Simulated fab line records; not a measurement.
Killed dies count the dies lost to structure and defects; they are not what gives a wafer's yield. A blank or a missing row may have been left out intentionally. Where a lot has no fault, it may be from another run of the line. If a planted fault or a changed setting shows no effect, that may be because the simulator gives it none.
A lot that was struck, set against a sound lot || flow sky130 || 31 steps out of a route of 708
Sound: these wafers, L591.1, L591.2, L591.4. Struck: wafers L592.2, L592.6 (left out: L592.1, a lot-mate that was not struck); the cause follows at the end.
Per side, at each step with rows, come the tool, then ch with its chambers, and then its first start. Under that, the readings that differ: sound wafers || struck wafers || difference of the means || sigmas: that difference in standard deviations of wafers without a fault.
alike: readings whose means differ by less than 2 such deviations, and words and numbers that are the same on both sides. not compared: withheld readings, readings that some wafer has no value for, bounds like >300 that may hide the same value, and numbers for which the record gives no deviation and whose values overlap.
Wherever a step has rows on one side only, a row that says differs or no value, or a row with sigmas, the two part there. Non-overlapping numbers with no deviation appear without sigmas and do not part them. A reading that every wafer of one side lacks parts them only if that side has two wafers or more.

first, 9 steps without rows for these wafers: SKY_SD_N_DEHYDRATE_00 (time 60 s); SKY_SD_N_HMDS_01 (prime time 60 s); SKY_SD_N_COAT_02 (resist thk 1140 nm); SKY_SD_N_SOFTBAKE_03 (time 60 s); SKY_SD_N_EXPOSE_04 (exposes mask NSDM, target cd 380 nm); SKY_SD_N_PEB_05; SKY_SD_N_DEVELOP_06 (develop time 60 s); SKY_SD_N_IMPLANT_09; SKY_SD_N_IMPLANT_10.
SKY_SD_N_STRIP_11: strips in O2/N2.
  sound on plasma asher-01 ch 0,1, day 28 17:38; struck on plasma asher-01 ch 0, day 29 07:22
  alike: chamber pressure mTorr, drypump motor current A, oes product au, strip time to endpoint s
  not compared: rf hours counter h
then, 20 steps without rows for these wafers: SKY_SD_N_CLEAN_13 (cleans in SC1/SC2, time 150 s); SKY_SD_N_RTA_14 (time 2 s); SKY_SALICIDE_CLEAN_00 (cleans in HF-last, time 30 s); SKY_LI_CONTACT_HDPCVD_00 (deposits PSG, target thk 930 nm, time 155 s); SKY_LI_CONTACT_CMP_02 (polishes PSG); SKY_LI_CONTACT_DEHYDRATE_04 (time 60 s); SKY_LI_CONTACT_HMDS_05 (prime time 60 s); SKY_LI_CONTACT_COAT_06 (resist thk 60 nm); SKY_LI_CONTACT_COAT_07 (resist thk 450 nm); SKY_LI_CONTACT_SOFTBAKE_08 (time 90 s); SKY_LI_CONTACT_EXPOSE_09 (exposes mask LICM1, target cd 170 nm); SKY_LI_CONTACT_PEB_10; SKY_LI_CONTACT_DEVELOP_11 (develop time 60 s); SKY_LI_CONTACT_ETCH_14 (etches BARC in N2/H2, stops on SiO2, time 45.9 s, target depth 60 nm); SKY_LI_CONTACT_ETCH_15 (etches PSG in C4F8/O2/Ar, stops on Si, target depth 600 nm); SKY_LI_CONTACT_STRIP_16 (strips in O2/N2); SKY_LI_CONTACT_CLEAN_17 (cleans in NMP, time 600 s); SKY_LI_CONTACT_PRE_CLEAN_18 (time 5.6 s); SKY_LI_CONTACT_SPUTTER_19 (material Ti, target thk 20 nm, time 106.37 s); SKY_LI_CONTACT_SPUTTER_20 (material TiN, target thk 20 nm, time 80 s).
-- here the record skips 18 days between the struck wafers' starts before and after, leaving off in module LI_CONTACT and picking up in module PAD_OPEN (first step shown: number 708 of the route) --
SKY_PAD_OPEN_PROBE_99:
  struck on prober-01, day 47 02:01; sound on prober-01, day 46 07:41
{"reading": "killed at front end", "sound": "10 18 12", "struck": "39 38", "difference": "+25", "sigmas": "+6"}
  alike: killed_at_M0_to_M3, killed_at_M4_up, killed at contacts, killed at other, killed dies, killed open, killed short
  not compared: hold

## WHERE THEY PART
Only at SKY_PAD_OPEN_PROBE_99, within this record.

WHY: what the simulator had put in
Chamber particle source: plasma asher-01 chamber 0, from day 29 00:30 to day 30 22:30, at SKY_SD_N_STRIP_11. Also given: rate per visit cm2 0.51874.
